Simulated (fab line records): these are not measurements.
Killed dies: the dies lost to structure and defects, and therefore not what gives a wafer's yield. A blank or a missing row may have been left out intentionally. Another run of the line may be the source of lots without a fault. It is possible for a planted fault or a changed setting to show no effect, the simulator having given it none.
Which tool was responsible? / flow sky130 / Sampling: 13 lots, 39 wafers, 3 of 708 route steps

WHAT THE GAUGES READ, wafer by wafer
SKY_CAP2M_OVL_MEAS_12. Usual: for CAP2M_OVL the level is -0.1 nm and the standard deviation is 1.3.
lot=L471; measured=day 40 16:26; on=overlay-01; CAP2M_OVL (nm)=-1.1 0.5 -1.0; flag=
lot=L472; measured=day 41 05:50; on=overlay-01; CAP2M_OVL (nm)=-1.9 -2.5 -2.6; flag=
lot=L474; measured=day 41 12:21; on=overlay-02; CAP2M_OVL (nm)=-2.9 -0.9 -1.1; flag=
lot=L475; measured=day 41 22:41; on=overlay-02; CAP2M_OVL (nm)=1.1 0.7 3.2; flag=
lot=L476; measured=day 42 00:56; on=overlay-02; CAP2M_OVL (nm)=0.4 -1.1 -0.2; flag=
lot=L477; measured=day 42 09:20; on=overlay-01; CAP2M_OVL (nm)=-0.4 -0.3 0.1; flag=
lot=L485; measured=day 45 01:11; on=overlay-01; CAP2M_OVL (nm)=-1.6 -1.4 -0.6; flag=
lot=L484; measured=day 45 01:29; on=overlay-02; CAP2M_OVL (nm)=-0.9 0.3 -0.8; flag=
lot=L486; measured=day 45 06:08; on=overlay-02; CAP2M_OVL (nm)=-1.0 -1.0 -0.8; flag=
lot=L490; measured=day 46 02:41; on=overlay-02; CAP2M_OVL (nm)=2.3 0.8 0.9; flag=
lot=L489; measured=day 46 07:09; on=overlay-01; CAP2M_OVL (nm)=-2.0 -0.7 -1.9; flag=
lot=L491; measured=day 46 07:47; on=overlay-02; CAP2M_OVL (nm)=-0.6 -1.5 -1.9; flag=
lot=L493; measured=day 46 19:05; on=overlay-02; CAP2M_OVL (nm)=-0.6 -0.5 -0.3; flag=

SKY_PASSIVATION_THK_MEAS_01. Usual: for PASSIVATION_CVD_00_THK the level is 89.9 nm and the standard deviation is 1.1.
lot=L471; measured=day 43 19:03; on=film_metro-01; PASSIVATION_CVD_00_THK (nm)=88.4 90.3 90.3; flag=
lot=L472; measured=day 44 07:14; on=film_metro-02; PASSIVATION_CVD_00_THK (nm)=89.7 89.6 91.8; flag=
lot=L474; measured=day 44 12:59; on=film_metro-02; PASSIVATION_CVD_00_THK (nm)=90.8 89.6 90.2; flag=
lot=L475; measured=day 45 00:20; on=film_metro-04; PASSIVATION_CVD_00_THK (nm)=89.0 89.9 88.8; flag=
lot=L476; measured=day 45 00:40; on=film_metro-01; PASSIVATION_CVD_00_THK (nm)=89.7 87.9 91.4; flag=
lot=L477; measured=day 45 08:25; on=film_metro-02; PASSIVATION_CVD_00_THK (nm)=88.8 89.9 91.0; flag=
lot=L485; measured=day 47 18:02; on=film_metro-02; PASSIVATION_CVD_00_THK (nm)=87.9 89.8 90.9; flag=
lot=L484; measured=day 47 19:21; on=film_metro-01; PASSIVATION_CVD_00_THK (nm)=89.8 89.7 90.8; flag=
lot=L486; measured=day 47 23:00; on=film_metro-02; PASSIVATION_CVD_00_THK (nm)=90.2 89.2 91.8; flag=
lot=L490; measured=day 48 18:29; on=film_metro-01; PASSIVATION_CVD_00_THK (nm)=88.7 88.7 91.0; flag=
lot=L489; measured=day 48 21:38; on=film_metro-02; PASSIVATION_CVD_00_THK (nm)=90.0 90.2 90.4; flag=
lot=L491; measured=day 48 23:06; on=film_metro-01; PASSIVATION_CVD_00_THK (nm)=89.1 91.0 90.0; flag=
lot=L493; measured=day 49 07:47; on=film_metro-02; PASSIVATION_CVD_00_THK (nm)=90.0 89.7 90.3; flag=

TOOL THAT RAN EACH LOT (tool first, then ch and the chambers of the sampled wafers, then the start)
lot=L471; SKY_LOCAL_INTERCONNECT_STRIP_15=plasma_asher-02 ch 0,1, day 30 10:15
lot=L472; SKY_LOCAL_INTERCONNECT_STRIP_15=plasma_asher-02 ch 0,1, day 30 23:24
lot=L474; SKY_LOCAL_INTERCONNECT_STRIP_15=plasma_asher-01 ch 0, day 31 09:21
lot=L475; SKY_LOCAL_INTERCONNECT_STRIP_15=plasma_asher-02 ch 0,1, day 31 21:01
lot=L476; SKY_LOCAL_INTERCONNECT_STRIP_15=plasma_asher-03 ch 0,1, day 31 22:06
lot=L477; SKY_LOCAL_INTERCONNECT_STRIP_15=plasma_asher-01 ch 0,1, day 32 08:48
lot=L485; SKY_LOCAL_INTERCONNECT_STRIP_15=plasma_asher-03 ch 0,1, day 35 10:59
lot=L484; SKY_LOCAL_INTERCONNECT_STRIP_15=plasma_asher-03 ch 0,1, day 35 11:36
lot=L486; SKY_LOCAL_INTERCONNECT_STRIP_15=plasma_asher-03 ch 0,1, day 35 19:00
lot=L490; SKY_LOCAL_INTERCONNECT_STRIP_15=plasma_asher-02 ch 1, day 36 17:22
lot=L489; SKY_LOCAL_INTERCONNECT_STRIP_15=plasma_asher-01 ch 0,1, day 36 23:23
lot=L491; SKY_LOCAL_INTERCONNECT_STRIP_15=plasma_asher-02 ch 0,1, day 36 23:42
lot=L493; SKY_LOCAL_INTERCONNECT_STRIP_15=plasma_asher-01 ch 0,1, day 37 16:16
- SKY_LOCAL_INTERCONNECT_STRIP_15: strips in O2/N2.

AS READ BY THE TOOLS THEMSELVES (means over the sampled wafers that have a number; for cases with no such wafer, the mark the record gives instead)
SKY_LOCAL_INTERCONNECT_STRIP_15. Usual: drypump_motor_current_A 5.8 A, standard deviation 0.44; oes_product_au 0.424 a.u., standard deviation 0.0044; strip_time_to_endpoint_s 4.646 s, standard deviation 0.022.
lot=L471; tool=plasma_asher-02; drypump_motor_current_A (A)=5.7; oes_product_au (a.u.)=0.421; strip_time_to_endpoint_s (s)=4.661; flag=
lot=L472; tool=plasma_asher-02; drypump_motor_current_A (A)=5.7; oes_product_au (a.u.)=0.426; strip_time_to_endpoint_s (s)=4.650; flag=
lot=L474; tool=plasma_asher-01; drypump_motor_current_A (A)=6.4; oes_product_au (a.u.)=0.424; strip_time_to_endpoint_s (s)=4.669; flag=
lot=L475; tool=plasma_asher-02; drypump_motor_current_A (A)=6.0; oes_product_au (a.u.)=0.428; strip_time_to_endpoint_s (s)=4.632; flag=
lot=L476; tool=plasma_asher-03; drypump_motor_current_A (A)=5.8; oes_product_au (a.u.)=0.423; strip_time_to_endpoint_s (s)=4.651; flag=
lot=L477; tool=plasma_asher-01; drypump_motor_current_A (A)=5.9; oes_product_au (a.u.)=0.424; strip_time_to_endpoint_s (s)=4.635; flag=
lot=L485; tool=plasma_asher-03; drypump_motor_current_A (A)=5.7; oes_product_au (a.u.)=0.429; strip_time_to_endpoint_s (s)=4.671; flag=
lot=L484; tool=plasma_asher-03; drypump_motor_current_A (A)=5.7; oes_product_au (a.u.)=0.426; strip_time_to_endpoint_s (s)=4.639; flag=
lot=L486; tool=plasma_asher-03; drypump_motor_current_A (A)=5.8; oes_product_au (a.u.)=0.425; strip_time_to_endpoint_s (s)=4.657; flag=
lot=L490; tool=plasma_asher-02; drypump_motor_current_A (A)=5.5; oes_product_au (a.u.)=0.424; strip_time_to_endpoint_s (s)=4.634; flag=
lot=L489; tool=plasma_asher-01; drypump_motor_current_A (A)=5.9; oes_product_au (a.u.)=0.424; strip_time_to_endpoint_s (s)=4.620; flag=
lot=L491; tool=plasma_asher-02; drypump_motor_current_A (A)=5.7; oes_product_au (a.u.)=0.422; strip_time_to_endpoint_s (s)=4.644; flag=
lot=L493; tool=plasma_asher-01; drypump_motor_current_A (A)=5.9; oes_product_au (a.u.)=0.423; strip_time_to_endpoint_s (s)=4.635; flag=

THE ANSWER, worked out from the rows above alone
Rule: a lot is off if the mean of its wafers that have a number lies more than 3 standard deviations from the usual mean. A lot without any number at a reading at which 4 lots or more have one is off too. Where the step has rows for the other lots, those lots are counted as sound. Order of review: gauges by route order, followed by the tools' own readings, for which a lot's mean as printed above is used. The first step at which some lot is off is used, and at that step the reading that is off furthest; a lot without a number counts as furthest.
No lot is off on any of the readings shown, so nothing can be concluded from this.

WHAT WAS PUT IN BY THE SIMULATOR
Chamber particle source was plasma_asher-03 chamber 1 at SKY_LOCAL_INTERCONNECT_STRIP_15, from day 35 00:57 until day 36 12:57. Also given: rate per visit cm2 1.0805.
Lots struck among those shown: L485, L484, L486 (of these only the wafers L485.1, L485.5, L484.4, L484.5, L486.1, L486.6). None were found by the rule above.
